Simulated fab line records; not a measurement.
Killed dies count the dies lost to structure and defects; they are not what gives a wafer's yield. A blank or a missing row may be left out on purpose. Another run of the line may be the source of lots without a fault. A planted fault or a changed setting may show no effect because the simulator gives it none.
Which tool is to blame? :: flow gf180mcu :: Sampling: 11 lots, 33 wafers, 4 of 602 route steps

WHAT THE GAUGES SHOWED, per wafer
GF_M3_CD_MEAS_14: the cd target is 280 nm.
lot: L808
measured: day 21 03:16
on: cd sem-01
cd nm (nm): 280.4 280.7 279.7

lot: L809
measured: day 21 13:43
on: cd sem-02
cd nm (nm): 279.9 280.6 279.7

lot: L810
measured: day 21 21:56
on: cd sem-02
cd nm (nm): 277.3 279.0 278.8

lot: L812
measured: day 23 00:10
on: cd sem-02
cd nm (nm): 281.9 279.9 279.6

lot: L816
measured: day 24 22:36
on: cd sem-02
cd nm (nm): 280.0 277.7 279.2

lot: L817
measured: day 25 02:20
on: cd sem-02
cd nm (nm): 280.0 280.1 280.3

lot: L827
measured: day 27 20:03
on: cd sem-02
cd nm (nm): 281.4 283.0 284.2

lot: L828
measured: day 28 00:40
on: cd sem-01
cd nm (nm): 281.1 281.4 280.3

lot: L830
measured: day 28 18:31
on: cd sem-01
cd nm (nm): 280.4 280.0 279.2

lot: L829
measured: day 28 18:55
on: cd sem-02
cd nm (nm): 278.8 278.9 279.3

lot: L831
measured: day 28 21:55
on: cd sem-02
cd nm (nm): 278.0 279.1 277.5

GF_V3_THK_MEAS_03.
lot: L808
measured: day 21 04:16
on: film metro-01
V3_CVD_02_THK (nm): 850 867 860

lot: L809
measured: day 21 14:44
on: film metro-03
V3_CVD_02_THK (nm): 858 867 865

lot: L810
measured: day 21 22:58
on: film metro-01
V3_CVD_02_THK (nm): 844 860 860

lot: L812
measured: day 23 01:35
on: film metro-04
V3_CVD_02_THK (nm): 848 852 844

lot: L816
measured: day 24 23:36
on: film metro-03
V3_CVD_02_THK (nm): 843 1209 1225

lot: L817
measured: day 25 03:22
on: film metro-04
V3_CVD_02_THK (nm): 854 1228 1223

lot: L827
measured: day 27 21:09
on: film metro-03
V3_CVD_02_THK (nm): 842 847 853

lot: L828
measured: day 28 01:40
on: film metro-03
V3_CVD_02_THK (nm): 831 851 847

lot: L830
measured: day 28 19:34
on: film metro-04
V3_CVD_02_THK (nm): 833 856 852

lot: L829
measured: day 28 19:56
on: film metro-03
V3_CVD_02_THK (nm): 841 857 855

lot: L831
measured: day 28 22:58
on: film metro-03
V3_CVD_02_THK (nm): 845 857 851

TOOL THAT RAN EACH LOT (tool first, then ch and the chambers of the sampled wafers, then the start)
lot: L808
GF_M3_STRIP_17: plasma asher-04 ch 0,1, day 21 03:32
GF_V3_CVD_02: pecvd-04 ch 0,2, day 21 04:12

lot: L809
GF_M3_STRIP_17: plasma asher-04 ch 0,1, day 21 14:01
GF_V3_CVD_02: pecvd-04 ch 0,1,2, day 21 14:39

lot: L810
GF_M3_STRIP_17: plasma asher-02 ch 0,1, day 21 22:14
GF_V3_CVD_02: pecvd-04 ch 0,1,2, day 21 22:53

lot: L812
GF_M3_STRIP_17: plasma asher-04 ch 0,1, day 23 00:25
GF_V3_CVD_02: pecvd-02 ch 0,1, day 23 01:30

lot: L816
GF_M3_STRIP_17: plasma asher-04 ch 0,1, day 24 22:51
GF_V3_CVD_02: pecvd-04 ch 1,2, day 24 23:32

lot: L817
GF_M3_STRIP_17: plasma asher-04 ch 0,1, day 25 02:35
GF_V3_CVD_02: pecvd-04 ch 1,2, day 25 03:17

lot: L827
GF_M3_STRIP_17: plasma asher-04 ch 0,1, day 27 20:19
GF_V3_CVD_02: pecvd-03 ch 0,1, day 27 21:05

lot: L828
GF_M3_STRIP_17: plasma asher-02 ch 0,1, day 28 00:55
GF_V3_CVD_02: pecvd-02 ch 0,1, day 28 01:35

lot: L830
GF_M3_STRIP_17: plasma asher-02 ch 0,1, day 28 18:46
GF_V3_CVD_02: pecvd-04 ch 0,2, day 28 19:29

lot: L829
GF_M3_STRIP_17: plasma asher-01 ch 1, day 28 19:09
GF_V3_CVD_02: pecvd-02 ch 0,1,2, day 28 19:52

lot: L831
GF_M3_STRIP_17: plasma asher-01 ch 0,1, day 28 22:10
GF_V3_CVD_02: pecvd-03 ch 0,2, day 28 22:52
- GF_M3_STRIP_17: strips in O2/N2.
- GF_V3_CVD_02: deposits SiO2 from TEOS, target thk 850 nm, time 94.851 s.

AS READ BY THE TOOLS THEMSELVES (means over the sampled wafers that have a number; for cases with no such wafer, the mark the record gives instead)
GF_M3_STRIP_17.
lot: L808
tool: plasma asher-04
drypump motor current A (A): 6.0
heater power w (W): 300
oes product au (a.u.): 0.567
strip time to endpoint s (s): 7.97

lot: L809
tool: plasma asher-04
drypump motor current A (A): 6.0
heater power w (W): 299
oes product au (a.u.): 0.567
strip time to endpoint s (s): 7.96

lot: L810
tool: plasma asher-02
drypump motor current A (A): 6.0
heater power w (W): 388
oes product au (a.u.): 0.557
strip time to endpoint s (s): 7.91

lot: L812
tool: plasma asher-04
drypump motor current A (A): 5.7
heater power w (W): 304
oes product au (a.u.): 0.560
strip time to endpoint s (s): 7.93

lot: L816
tool: plasma asher-04
drypump motor current A (A): 5.7
heater power w (W): 306
oes product au (a.u.): 0.553
strip time to endpoint s (s): 7.93

lot: L817
tool: plasma asher-04
drypump motor current A (A): 5.7
heater power w (W): 306
oes product au (a.u.): 0.558
strip time to endpoint s (s): 7.91

lot: L827
tool: plasma asher-04
drypump motor current A (A): 6.1
heater power w (W): 298
oes product au (a.u.): 0.556
strip time to endpoint s (s): 7.94

lot: L828
tool: plasma asher-02
drypump motor current A (A): 6.1
heater power w (W): 395
oes product au (a.u.): 0.560
strip time to endpoint s (s): 7.93

lot: L830
tool: plasma asher-02
drypump motor current A (A): 6.0
heater power w (W): 380
oes product au (a.u.): 0.560
strip time to endpoint s (s): 7.94

lot: L829
tool: plasma asher-01
drypump motor current A (A): 5.1
heater power w (W): 385
oes product au (a.u.): 0.560
strip time to endpoint s (s): 7.94

lot: L831
tool: plasma asher-01
drypump motor current A (A): 5.3
heater power w (W): 359
oes product au (a.u.): 0.556
strip time to endpoint s (s): 7.93

GF_V3_CVD_02.
lot: L808
tool: pecvd-04
heater power w (W): 652

lot: L809
tool: pecvd-04
heater power w (W): 631

lot: L810
tool: pecvd-04
heater power w (W): 615

lot: L812
tool: pecvd-02
heater power w (W): 623

lot: L816
tool: pecvd-04
heater power w (W): 631

lot: L817
tool: pecvd-04
heater power w (W): 638

lot: L827
tool: pecvd-03
heater power w (W): 651

lot: L828
tool: pecvd-02
heater power w (W): 692

lot: L830
tool: pecvd-04
heater power w (W): 554

lot: L829
tool: pecvd-02
heater power w (W): 732

lot: L831
tool: pecvd-03
heater power w (W): 640

THE ANSWER, worked out from the rows above alone
Rule: the lots themselves supply what counts as usual. The widest of any qualifying gaps counts: lots, ordered by their means at a reading, are off when they make up no more than a third of the lots, leave a main group of 4 or more, and stand apart from it by 3 or more times the standard deviation of that group's means. Not used: any main group whose means are identical at the precision the tables above print for the reading. Also off: a lot with no number at a reading for which 4 or more lots have one. Where the step has rows for the other lots, those lots are counted as sound. First the gauges in route order, then the tools' own readings, where a lot's mean is used as printed above. At the first step where some lot is off, the reading lying furthest off is the one used; lots without a number count as furthest.
Off: at GF_V3_THK_MEAS_03 (V3_CVD_02_THK), L816, L817. The main group has a mean of 852 nm with a standard deviation of 6.
A tool fits if, at a process step before that reading, it ran every lot that is off, and no sound lot after the first of them. Gauges at GF_V3_THK_MEAS_03: tried the same way as those tools. Of those tried, none fits.

WHAT THE SIMULATOR HAD PUT IN
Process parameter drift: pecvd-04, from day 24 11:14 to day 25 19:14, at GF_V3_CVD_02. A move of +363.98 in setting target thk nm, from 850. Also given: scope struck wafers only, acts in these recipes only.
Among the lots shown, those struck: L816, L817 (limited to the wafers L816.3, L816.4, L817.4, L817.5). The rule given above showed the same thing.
